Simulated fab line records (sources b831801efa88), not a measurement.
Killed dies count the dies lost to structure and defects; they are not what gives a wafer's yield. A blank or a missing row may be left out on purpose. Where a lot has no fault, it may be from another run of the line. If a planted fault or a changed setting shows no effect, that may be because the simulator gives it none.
A lot that was struck, set against a sound lot -- flow sky130 -- 21 steps out of a route of 708
Sound: these wafers, L516.1, L516.3, L516.4. The struck wafers were L528.2, L528.3, L528.4. At the end, the cause is stated.
At each step with rows: each side's tool, then ch and its chambers, then its first start. Under that, the readings that differ: sound wafers -- struck wafers -- difference of the means -- sigmas: that difference in standard deviations of wafers without a fault.
alike: words and numbers the same on both sides, and readings whose means are apart by under 2 such deviations; not compared: readings that were withheld, readings missing a value for some wafer, numbers with overlapping values and no deviation given by the record, and bounds like >300 which may hide the same value.
Wherever a step has rows on one side only, a row that says differs or no value, or a row with sigmas, the two part there. Numbers that don't overlap but have no deviation are shown without sigmas and don't part them. A reading missing from all wafers of one side parts the sides only when that side holds two or more wafers.

first, 1 step without rows for these wafers: SKY_RES_XHIGH_IMPLANT_07.
SKY_RES_XHIGH_STRIP_08: strips in O2/N2.
  sound on plasma_asher-01 ch 0,1, day 29 06:04; struck on plasma_asher-01 ch 0,1, day 32 17:59
  alike: drypump_motor_current_A, o2_flow_sccm, oes_product_au, strip_time_to_endpoint_s
  not compared: rf_hours_counter_h
SKY_RES_XHIGH_TW_MEAS_09:
  sound: film_metro-02 at day 29 06:10; struck: film_metro-01 at day 32 18:05
  alike: RES_XHIGH_TW
then, 7 steps without rows for these wafers: SKY_SD_N_DEHYDRATE_00 (time 60 s); SKY_SD_N_HMDS_01 (prime time 60 s); SKY_SD_N_COAT_02 (resist thk 1140 nm); SKY_SD_N_SOFTBAKE_03 (time 60 s); SKY_SD_N_EXPOSE_04 (exposes mask NSDM, target cd 380 nm); SKY_SD_N_PEB_05; SKY_SD_N_DEVELOP_06 (develop time 60 s).
SKY_SD_N_CD_MEAS_07: target cd 380 nm.
  sound: cd_sem-01 at day 30 09:40; struck: cd_sem-02 at day 33 20:35
  alike: cd_nm
SKY_SD_N_OVL_MEAS_08:
  sound: overlay-01 at day 30 09:47; struck: overlay-01 at day 33 20:41
  alike: SD_N_OVL
SKY_SD_N_IMPLANT_09:
  sound on implanter-03 ch 0, day 30 09:49; struck on implanter-03 ch 0, day 33 20:44
reading,sound,struck,difference,sigmas
end_station_pressure_torr (Torr),1.38e-05 1.58e-05 1.39e-05,5.1e-05 5.07e-05 5.46e-05,+3.8e-05,+31
next, for these wafers, 1 step has no rows: SKY_SD_N_IMPLANT_10.
SKY_SD_N_STRIP_11: strips in O2/N2.
  sound on plasma_asher-03 ch 0,1, day 30 10:07; struck on plasma_asher-04 ch 0,1, day 33 21:01
reading,sound,struck,difference,sigmas
strip_time_to_endpoint_s (s),22.54 22.58 22.56,23.13 23.12 23.13,+0.57,+14
  alike: drypump_motor_current_A, o2_flow_sccm, oes_product_au
  not compared: rf_hours_counter_h
SKY_SD_N_TW_MEAS_12:
  sound: film_metro-02 at day 30 10:13; struck: film_metro-02 at day 33 21:08
  alike: SD_N_TW
then, 1 step without rows for these wafers: SKY_SD_N_CLEAN_13 (cleans in SC1/SC2, time 150 s).
SKY_SD_N_RTA_14: time 2 s.
  sound on rtp_anneal-01 ch 0, day 30 10:20; struck on rtp_anneal-01 ch 0, day 33 21:14
  alike: lamp_power_pct, wafer_temp_C_max
SKY_SD_N_RS_MEAS_16: measurement is done with a four-point probe.
  sound: film_metro-03 at day 30 10:30; struck: film_metro-02 at day 33 21:26
reading,sound,struck,difference,sigmas
SD_N_RS (ohm/sq),68.53 68.59 68.55,67.51 67.54 67.66,-0.99,-8
SKY_SD_N_RS_MEAS_17: measurement is done with a four-point probe.
  sound: film_metro-03 at day 30 10:37; struck: film_metro-02 at day 33 21:33
  alike: SD_P_RS
-- record jumps: 16 days separate the struck wafers' starts on either side; left off in module SD_N, taken up again in module PAD_OPEN, whose first shown step is the route's number 708 --
SKY_PAD_OPEN_PROBE_99:
  sound: prober-02 at day 47 17:43; struck: prober-01 at day 50 02:26
reading,sound,struck,difference,sigmas
model.etest.res_ndiff_hv.rs_ohm_sq,114.4 114.2 113.5,110.5 110.2 109.5,-4.0,
model.etest.res_ndiff.rs_ohm_sq,119.5 118.5 119.3,115 116.7 114.9,-4,
  alike: killed_at_M0_to_M3, killed_at_M4_up, killed_at_contacts, killed_at_front_end, killed_at_other, killed_dies, killed_open, killed_short

## WHERE THEY PART
Earliest at SKY_SD_N_IMPLANT_09; latest, in this record, at SKY_SD_N_RS_MEAS_16. Later steps at which nothing parts them and some readings are alike: SKY_SD_N_RS_MEAS_17, SKY_PAD_OPEN_PROBE_99.

WHY: the cause the simulator had injected
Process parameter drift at SKY_SD_N_IMPLANT_09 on implanter-03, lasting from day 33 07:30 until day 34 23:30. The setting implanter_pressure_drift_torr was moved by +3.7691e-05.
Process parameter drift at SKY_SD_N_IMPLANT_09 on implanter-03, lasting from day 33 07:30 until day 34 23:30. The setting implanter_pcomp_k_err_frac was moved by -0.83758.
